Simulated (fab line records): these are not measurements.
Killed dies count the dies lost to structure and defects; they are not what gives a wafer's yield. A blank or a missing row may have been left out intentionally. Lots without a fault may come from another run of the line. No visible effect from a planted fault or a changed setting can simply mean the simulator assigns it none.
Which tool was responsible? + flow sky130 + route of 708 steps, sampled at 1 step: 6 lots, 17 wafers

== WHAT THE GAUGES SHOWED, per wafer ==
SKY_SONOS_ONO_CD_MEAS_13: target cd 410 nm.
| lot  | measured     | on        | cd_nm (nm)        |
|------|--------------|-----------|-------------------|
| L219 | day 14 06:44 | cd_sem-02 | 411.8 411.2 413.0 |
| L221 | day 14 23:55 | cd_sem-02 | 412.4 411.0 410.6 |
| L226 | day 16 18:04 | cd_sem-01 | 412.1 414.9 417.1 |
| L231 | day 19 00:21 | cd_sem-02 | 408.4 410.9 411.3 |
| L229 | day 19 01:13 | cd_sem-02 | 409.7 408.8       |
| L238 | day 21 13:10 | cd_sem-01 | 410.0 407.5 410.4 |

== WHAT TOOL EACH LOT RAN ON (gives the tool, then ch and the chambers of the sampled wafers, and finally the start) ==
There is no process step in the record ahead of these readings.

== THE ANSWER, worked out from the rows above alone ==
Rule: what is usual is taken from the lots themselves. The widest of any qualifying gaps counts: lots, ordered by their means at a reading, are off when they make up no more than a third of the lots, leave a main group of 4 or more, and stand apart from it by 3 or more times the standard deviation of that group's means. If all means in a main group match to the digits the tables above print for the reading, that group is not used. A lot without any number at a reading at which 4 lots or more have one is off too. The other lots that the step has rows for count as sound.
No lot is off on any of the readings shown, so nothing can be concluded from this.

== WHAT THE SIMULATOR HAD INSERTED ==
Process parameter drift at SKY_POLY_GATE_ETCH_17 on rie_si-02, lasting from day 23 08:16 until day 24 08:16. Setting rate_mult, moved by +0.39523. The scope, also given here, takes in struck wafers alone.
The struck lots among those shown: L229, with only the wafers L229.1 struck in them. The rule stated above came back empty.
